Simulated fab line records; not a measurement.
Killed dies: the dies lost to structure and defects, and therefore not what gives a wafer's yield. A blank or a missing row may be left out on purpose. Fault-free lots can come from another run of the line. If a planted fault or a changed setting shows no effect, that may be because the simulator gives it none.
Which tool is to blame?	flow sky130	42 wafers from 14 lots sampled at 2 of the route's 708 steps

WHAT THE GAUGES SHOWED, per wafer
SKY_VIA4_THK_MEAS_01. Usual: VIA4_HDPCVD_THK 1742 nm, standard deviation 15.
lot	measured	on	VIA4_HDPCVD_THK (nm)	flag
L535	day 41 18:20	film_metro-04	1735 1729 1756	
L536	day 42 03:38	film_metro-04	1757 1756 1768	
L538	day 43 05:35	film_metro-04	1760 1762 1743	
L539	day 43 11:37	film_metro-02	1754 1747 1735	
L542	day 43 14:19	film_metro-01	1731 1745 1734	
L543	day 44 06:06	film_metro-01	1744 1748 1754	
L546	day 44 17:07	film_metro-01	1749 1744 1726	
L545	day 44 18:20	film_metro-04	1749 1745 1710	
L549	day 46 11:15	film_metro-04	1693 1710 1718	
L553	day 46 14:26	film_metro-01	1718 1713 1738	
L554	day 46 14:47	film_metro-02	1745 1731 1765	
L556	day 47 07:07	film_metro-02	1739 1740 1746	
L557	day 47 11:37	film_metro-01	1756 1783 1779	
L558	day 47 13:48	film_metro-01	1749 1723 1765	

SKY_VIA4_THK_MEAS_20: measures by xrf. Usual: VIA4_W_THK 513 nm, standard deviation 5.5.
lot	measured	on	VIA4_W_THK (nm)	flag
L535	day 42 18:32	film_metro-01	514 517 508	
L536	day 43 04:01	film_metro-01	507 514 516	
L538	day 44 05:13	film_metro-02	504 511 510	
L539	day 44 10:26	film_metro-02	517 514 508	
L542	day 44 14:32	film_metro-01	525 526 527	
L543	day 45 04:41	film_metro-01	512 511 518	
L546	day 45 14:57	film_metro-01	503 500 507	
L545	day 45 16:23	film_metro-02	512 523 517	
L549	day 47 09:41	film_metro-02	510 499 505	
L553	day 47 12:21	film_metro-01	514 506 501	
L554	day 47 12:16	film_metro-04	520 514 518	
L556	day 48 03:35	film_metro-01	520 513 510	
L557	day 48 08:43	film_metro-01	509 503 511	
L558	day 48 10:23	film_metro-02	512 507 518	

WHAT TOOL EACH LOT RAN ON (gives the tool, then ch and the chambers of the sampled wafers, and finally the start)
The record holds no process step before these readings.

AS READ BY THE TOOLS THEMSELVES (means over the sampled wafers that have a number; for cases with no such wafer, the mark the record gives instead)
The record holds no such reading with a usual standard deviation.

THE ANSWER, worked out from the rows above alone
Rule: take the mean of a lot's wafers that have a number; if it is more than 3 standard deviations from the usual mean, the lot is off. Also off: a lot with no number at a reading for which 4 or more lots have one. Any other lot the step has rows for is counted as sound. The gauges are gone through in route order, then the tools' own readings, and for those a lot's mean is taken as printed above. The first step at which some lot is off is used, and at that step the reading that is off furthest; a lot without a number counts as furthest.
No lot is off on any of the readings shown, so nothing can be concluded from this.

WHAT THE SIMULATOR HAD INSERTED
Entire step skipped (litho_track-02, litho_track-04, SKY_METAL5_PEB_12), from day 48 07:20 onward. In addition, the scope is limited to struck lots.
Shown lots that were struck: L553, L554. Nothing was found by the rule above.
